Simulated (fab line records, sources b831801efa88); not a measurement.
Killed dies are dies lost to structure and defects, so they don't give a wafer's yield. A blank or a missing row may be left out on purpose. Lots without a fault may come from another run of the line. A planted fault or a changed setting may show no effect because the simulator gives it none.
Which tool did it? | flow gf180mcu | 15 lots, 45 wafers sampled, at 5 steps of a route of 602

WHAT THE GAUGES READ, wafer by wafer
GF_STI_THK_MEAS_02.
lot  | measured    | on            | STI_OXIDATION_THK (nm)
L185 | day 1 13:39 | film_metro-02 | 10.40 10.15 10.31
L186 | day 1 16:31 | film_metro-04 | 9.84 9.78 9.71
L187 | day 1 21:31 | film_metro-02 | 10.19 10.00 10.28
L188 | day 2 02:31 | film_metro-04 | 9.98 9.83 9.78
L189 | day 2 08:18 | film_metro-04 | 10.21 10.13 10.19
L194 | day 3 10:16 | film_metro-01 | 15.80 15.87 16.30 15.77 15.85 16.25
L198 | day 4 06:05 | film_metro-02 | 16.47 16.44 16.38 16.50 16.36 16.38
L199 | day 4 11:46 | film_metro-02 | 16.25 16.53 16.50 16.18 16.54 16.49
L200 | day 4 14:56 | film_metro-02 | 10.02 9.97 9.94
L201 | day 4 20:52 | film_metro-04 | 9.98 10.01 10.14
L202 | day 5 00:31 | film_metro-01 | 9.79 9.86 9.83
L203 | day 5 05:31 | film_metro-01 | 10.24 10.06 10.08
L204 | day 5 10:31 | film_metro-02 | 10.23 9.94 10.15
L206 | day 5 20:31 | film_metro-04 | 10.01 9.85 9.84
L207 | day 6 01:34 | film_metro-01 | 9.72 9.66 9.60

GF_HV_LDD_TW_MEAS_11.
lot  | measured     | on            | HV_LDD_TW
L185 | day 10 00:59 | film_metro-03 | 2381 2379 2402
L186 | day 10 09:01 | film_metro-04 | 2408 2400 2386
L187 | day 10 11:16 | film_metro-03 | 2387 2388 2369
L188 | day 10 16:10 | film_metro-03 | 2385 2385 2392
L189 | day 11 04:25 | film_metro-04 | 2399 2407 2389
L194 | day 12 19:01 | film_metro-04 | 2394 2375 2384
L198 | day 14 00:26 | film_metro-04 | 2374 2368 2377
L199 | day 14 09:02 | film_metro-03 | 2404 2396 2396
L200 | day 14 17:32 | film_metro-02 | 2425 2407 2426
L201 | day 15 03:04 | film_metro-04 | 2378 2402 2378
L202 | day 15 06:28 | film_metro-04 | 2375 2394 2395
L203 | day 15 15:02 | film_metro-04 | 2389 2388 2389
L204 | day 15 20:35 | film_metro-03 | 2399 2395 2395
L206 | day 16 09:00 | film_metro-03 | 2370 2371 2384
L207 | day 16 16:36 | film_metro-02 | 2416 2428 2426

GF_SALICIDE_RS_MEAS_04: measures by four-point-probe.
lot  | measured     | on            | SALICIDE_TIN_RS (ohm/sq)
L185 | day 15 01:13 | film_metro-03 | 16.03 16.37 16.36
L186 | day 15 11:17 | film_metro-04 | 16.11 16.07 16.00
L187 | day 15 15:11 | film_metro-03 | 16.24 16.21 16.42
L188 | day 15 19:28 | film_metro-04 | 16.14 15.98 15.99
L189 | day 16 10:26 | film_metro-03 | 16.02 15.98 15.87
L194 | day 18 08:38 | film_metro-01 | 16.19 16.05 16.13
L198 | day 19 19:14 | film_metro-04 | 16.12 16.13 16.17
L199 | day 20 06:23 | film_metro-04 | 16.17 16.11 16.05
L200 | day 20 17:41 | film_metro-03 | 16.01 16.01 16.45
L201 | day 21 03:38 | film_metro-03 | 16.32 16.20 16.59
L202 | day 21 07:26 | film_metro-01 | 16.40 16.09 16.37
L203 | day 21 16:41 | film_metro-01 | 16.45 16.08 16.05
L204 | day 21 21:10 | film_metro-01 | 16.46 16.06 16.56
L206 | day 22 11:17 | film_metro-01 | 16.24 16.15 16.08
L207 | day 22 19:20 | film_metro-04 | 15.94 16.09 15.90

GF_SALICIDE_THK_MEAS_05: measures by xrf.
lot  | measured     | on            | SALICIDE_TIN_THK (nm)
L185 | day 15 01:19 | film_metro-03 | 20.07 20.14 19.87
L186 | day 15 11:23 | film_metro-04 | 20.25 20.18 20.12
L187 | day 15 15:19 | film_metro-03 | 19.73 19.79 19.80
L188 | day 15 19:34 | film_metro-04 | 19.73 20.17 19.88
L189 | day 16 10:32 | film_metro-03 | 20.01 19.82 19.96
L194 | day 18 08:44 | film_metro-01 | 19.60 19.42 19.68
L198 | day 19 19:20 | film_metro-04 | 19.98 20.00 20.07
L199 | day 20 06:31 | film_metro-04 | 20.09 20.19 20.20
L200 | day 20 17:47 | film_metro-03 | 19.97 19.98 19.94
L201 | day 21 03:45 | film_metro-03 | 20.37 20.19 20.22
L202 | day 21 07:34 | film_metro-01 | 19.97 20.01 20.18
L203 | day 21 16:48 | film_metro-01 | 19.87 19.83 19.76
L204 | day 21 21:16 | film_metro-01 | 19.75 20.00 19.77
L206 | day 22 11:24 | film_metro-01 | 19.80 19.60 19.63
L207 | day 22 19:28 | film_metro-04 | 20.29 20.15 20.22

WHICH TOOL RAN EACH LOT (tool, then ch and the chambers of the sampled wafers, then the start)
lot  | GF_STI_OXIDATION_01
L185 | furnace-01 ch 0, day 1 12:13
L186 | furnace-02 ch 0, day 1 15:07
L187 | furnace-01 ch 0, day 1 20:07
L188 | furnace-01 ch 0, day 2 01:07
L189 | furnace-02 ch 0, day 2 06:53
L194 | furnace-02 ch 0, day 3 07:16
L198 | furnace-01 ch 0, day 4 03:07
L199 | furnace-01 ch 0, day 4 08:49 and furnace-02 ch 0, day 4 10:22
L200 | furnace-02 ch 0, day 4 13:32
L201 | furnace-01 ch 0, day 4 19:28
L202 | furnace-01 ch 0, day 4 23:07
L203 | furnace-02 ch 0, day 5 04:07
L204 | furnace-01 ch 0, day 5 09:07
L206 | furnace-02 ch 0, day 5 19:07
L207 | furnace-01 ch 0, day 6 00:10
- GF_STI_OXIDATION_01: stabilise 600 s, purge 300 s, target thk 10 nm.

WHAT THE TOOLS THEMSELVES READ (means of the sampled wafers that have a number; where no wafer has one, the mark that the record gives instead)
The record holds no such reading with a usual standard deviation.

THE ANSWER, worked out from the rows above alone
Rule: what is usual is taken from the lots themselves. Put in order of their means at a reading, lots are off if they are a third of the lots or fewer, leave a main group of 4 or more, and stand apart from it by a gap of 3 or more times the standard deviation of the main group's means; of several such gaps the widest counts. A main group whose means are all the same, to the digits that the tables above print for the reading, isn't used. A lot without any number at a reading at which 4 lots or more have one is off too. The other lots that the step has rows for count as sound. The gauges are gone through in route order, then the tools' own readings, and for those a lot's mean is taken as printed above. The first step at which some lot is off is used, and at that step the reading that is off furthest; a lot without a number counts as furthest.
Off: L194, L198, L199, at GF_STI_THK_MEAS_02 (STI_OXIDATION_THK). The main group: mean 9.99 nm, standard deviation 0.18.
A tool fits if, at a process step before that reading, it ran every lot that is off, and no sound lot after the first of them. The gauges at GF_STI_THK_MEAS_02 are tried like those tools. None of those tried fits.

WHAT THE SIMULATOR HAD PUT IN
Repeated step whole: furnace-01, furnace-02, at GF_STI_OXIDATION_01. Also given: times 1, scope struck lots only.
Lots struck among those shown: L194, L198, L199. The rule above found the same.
